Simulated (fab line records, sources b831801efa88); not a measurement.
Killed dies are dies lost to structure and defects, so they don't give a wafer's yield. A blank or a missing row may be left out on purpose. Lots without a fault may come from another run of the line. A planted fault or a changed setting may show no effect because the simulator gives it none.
Which tool did it? | flow sky130 | 13 lots, 39 wafers sampled, at 4 steps of a route of 708

WHAT THE GAUGES READ, wafer by wafer
SKY_SD_N_OVL_MEAS_08. Usual: SD_N_OVL -0.3 nm, standard deviation 1.5.
lot  | measured     | on         | SD_N_OVL (nm)  | flag
L367 | day 28 03:39 | overlay-01 | -1.7 -2.9 -0.5 |
L369 | day 28 23:54 | overlay-02 | -1.2 -1.3 -1.6 |
L370 | day 29 11:47 | overlay-02 | -1.7 -1.0 -1.7 |
L371 | day 29 11:04 | overlay-01 | 1.1 2.5 -1.2   |
L372 | day 29 16:20 | overlay-01 | 0.1 -0.2 -1.8  |
L373 | day 30 10:31 | overlay-02 | 0.5 0.4 1.3    |
L376 | day 30 22:37 | overlay-02 | 0.7 -2.1 1.8   |
L380 | day 32 11:04 | overlay-01 | -0.4 1.9 1.1   |
L381 | day 32 14:33 | overlay-01 | 1.3 0.5 0.9    |
L384 | day 33 14:35 | overlay-02 | -1.7 -2.0 -1.0 |
L386 | day 34 06:58 | overlay-01 | 1.5 0.1 -0.3   |
L387 | day 34 08:08 | overlay-02 | 0.0 -1.3 -2.3  |
L390 | day 35 09:11 | overlay-02 | -3.2 -1.8 -2.1 |

SKY_LOCAL_INTERCONNECT_RS_MEAS_01: measures by four-point-probe. Usual: LOCAL_INTERCONNECT_TIN_RS 14.12 ohm/sq, standard deviation 0.15.
lot  | measured     | on            | LOCAL_INTERCONNECT_TIN_RS (ohm/sq) | flag
L367 | day 29 10:31 | film_metro-03 | 14.18 14.08 14.11                  |
L369 | day 30 07:13 | film_metro-02 | 14.27 14.35 14.34                  |
L370 | day 30 19:19 | film_metro-02 | 14.17 14.21 14.19                  |
L371 | day 30 17:47 | film_metro-04 | 13.94 13.83 14.01                  |
L372 | day 30 22:54 | film_metro-04 | 14.14 14.02 14.13                  |
L373 | day 31 16:56 | film_metro-04 | 14.07 14.12 14.11                  |
L376 | day 32 04:45 | film_metro-02 | 14.38 14.27 14.35                  |
L380 | day 33 16:43 | film_metro-03 | 14.16 14.03 14.21                  |
L381 | day 33 20:32 | film_metro-04 | 14.16 14.31 14.20                  |
L384 | day 34 19:55 | film_metro-02 | 14.06 13.94 14.10                  |
L386 | day 35 12:08 | film_metro-03 | 14.50 14.28 14.30                  |
L387 | day 35 13:23 | film_metro-02 | 14.10 14.06 14.03                  |
L390 | day 36 14:07 | film_metro-04 | 14.17 14.12 14.08                  |

WHICH TOOL RAN EACH LOT (tool, then ch and the chambers of the sampled wafers, then the start)
lot  | SKY_SONOS_ONO_STRIP_17               | SKY_RES_XHIGH_DEVELOP_06
L367 | plasma_asher-04 ch 1, day 12 15:26   | litho_track-01 ch 0, day 26 22:33
L369 | plasma_asher-04 ch 0,1, day 13 17:15 | litho_track-01 ch 0, day 27 18:42
L370 | plasma_asher-04 ch 0,1, day 14 00:26 | litho_track-03 ch 0, day 28 07:38
L371 | plasma_asher-03 ch 0,1, day 14 00:46 | litho_track-02 ch 0, day 28 06:56
L372 | plasma_asher-02 ch 0,1, day 14 12:48 | litho_track-03 ch 0, day 28 12:20
L373 | plasma_asher-02 ch 0,1, day 15 04:07 | litho_track-02 ch 0, day 29 06:44
L376 | plasma_asher-02 ch 0,1, day 15 21:10 | litho_track-03 ch 0, day 29 19:20
L380 | plasma_asher-04 ch 0,1, day 17 06:39 | litho_track-02 ch 0, day 31 07:44
L381 | plasma_asher-02 ch 0,1, day 17 11:06 | litho_track-02 ch 0, day 31 11:28
L384 | plasma_asher-03 ch 0,1, day 18 12:46 | litho_track-01 ch 0, day 32 11:36
L386 | plasma_asher-04 ch 0,1, day 19 06:13 | litho_track-01 ch 0, day 33 04:18
L387 | plasma_asher-04 ch 0,1, day 19 11:01 | litho_track-01 ch 0, day 33 05:30
L390 | plasma_asher-02 ch 0,1, day 20 11:39 | litho_track-01 ch 0, day 34 07:19
- SKY_SONOS_ONO_STRIP_17: strips in O2/N2.
- SKY_RES_XHIGH_DEVELOP_06: develop time 60 s.

WHAT THE TOOLS THEMSELVES READ (means of the sampled wafers that have a number; where no wafer has one, the mark that the record gives instead)
SKY_SONOS_ONO_STRIP_17. Usual: drypump_motor_current_A 5.9 A, standard deviation 0.59; oes_product_au 0.710 a.u., standard deviation 0.0045; strip_time_to_endpoint_s 14.10 s, standard deviation 0.043.
lot  | tool            | drypump_motor_current_A (A) | oes_product_au (a.u.) | strip_time_to_endpoint_s (s) | flag
L367 | plasma_asher-04 | 6.7                         | 0.711                 | 14.10                        |
L369 | plasma_asher-04 | 6.2                         | 0.711                 | 14.18                        |
L370 | plasma_asher-04 | 6.2                         | 0.710                 | 14.08                        |
L371 | plasma_asher-03 | 5.9                         | 0.706                 | 14.13                        |
L372 | plasma_asher-02 | 6.2                         | 0.710                 | 14.11                        |
L373 | plasma_asher-02 | 6.0                         | 0.708                 | 14.13                        |
L376 | plasma_asher-02 | 6.0                         | 0.711                 | 14.12                        |
L380 | plasma_asher-04 | 5.7                         | 0.712                 | 14.11                        |
L381 | plasma_asher-02 | 6.3                         | 0.708                 | 14.14                        |
L384 | plasma_asher-03 | 5.9                         | 0.710                 | 14.18                        |
L386 | plasma_asher-04 | 6.2                         | 0.710                 | 14.17                        |
L387 | plasma_asher-04 | 5.7                         | 0.714                 | 14.13                        |
L390 | plasma_asher-02 | 6.0                         | 0.711                 | 14.08                        |

SKY_RES_XHIGH_DEVELOP_06. Usual: developer_temp_C 23.02 C, standard deviation 0.11.
lot  | tool           | developer_temp_C (C) | flag
L367 | litho_track-01 | 22.94                |
L369 | litho_track-01 | 23.07                |
L370 | litho_track-03 | 22.93                |
L371 | litho_track-02 | 23.07                |
L372 | litho_track-03 | 22.85                |
L373 | litho_track-02 | 23.09                |
L376 | litho_track-03 | 22.96                |
L380 | litho_track-02 | 21.95                | OFF
L381 | litho_track-02 | 22.13                | OFF
L384 | litho_track-01 | 22.90                |
L386 | litho_track-01 | 23.13                |
L387 | litho_track-01 | 23.12                |
L390 | litho_track-01 | 23.12                |

THE ANSWER, worked out from the rows above alone
Rule: a lot is off if the mean of its wafers that have a number lies more than 3 standard deviations from the usual mean. A lot without any number at a reading at which 4 lots or more have one is off too. The other lots that the step has rows for count as sound. The gauges are gone through in route order, then the tools' own readings, and for those a lot's mean is taken as printed above. The first step at which some lot is off is used, and at that step the reading that is off furthest; a lot without a number counts as furthest.
Off: L380, L381, at SKY_RES_XHIGH_DEVELOP_06 (developer_temp_C).
A tool fits if, at that step or a process step before it, it ran every lot that is off, and no sound lot after the first of them. One fits: litho_track-02 at SKY_RES_XHIGH_DEVELOP_06. Its last sound lot is L373 (day 29 06:44), its first lot that is off L380 (day 31 07:44): a fault that began between those two fits.
The tool's own readings at SKY_RES_XHIGH_DEVELOP_06 bear it out: on the lots that are off they differ by more than 5 times the standard deviation of the sound lots' means. developer_temp_C reads 22.04 C there against 23.02 C on the sound lots.

WHAT THE SIMULATOR HAD PUT IN
Process parameter drift: litho_track-02, from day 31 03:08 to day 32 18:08, at SKY_RES_XHIGH_DEVELOP_06. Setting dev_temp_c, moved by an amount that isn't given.
Lots struck among those shown: L380, L381. The rule above found the same.
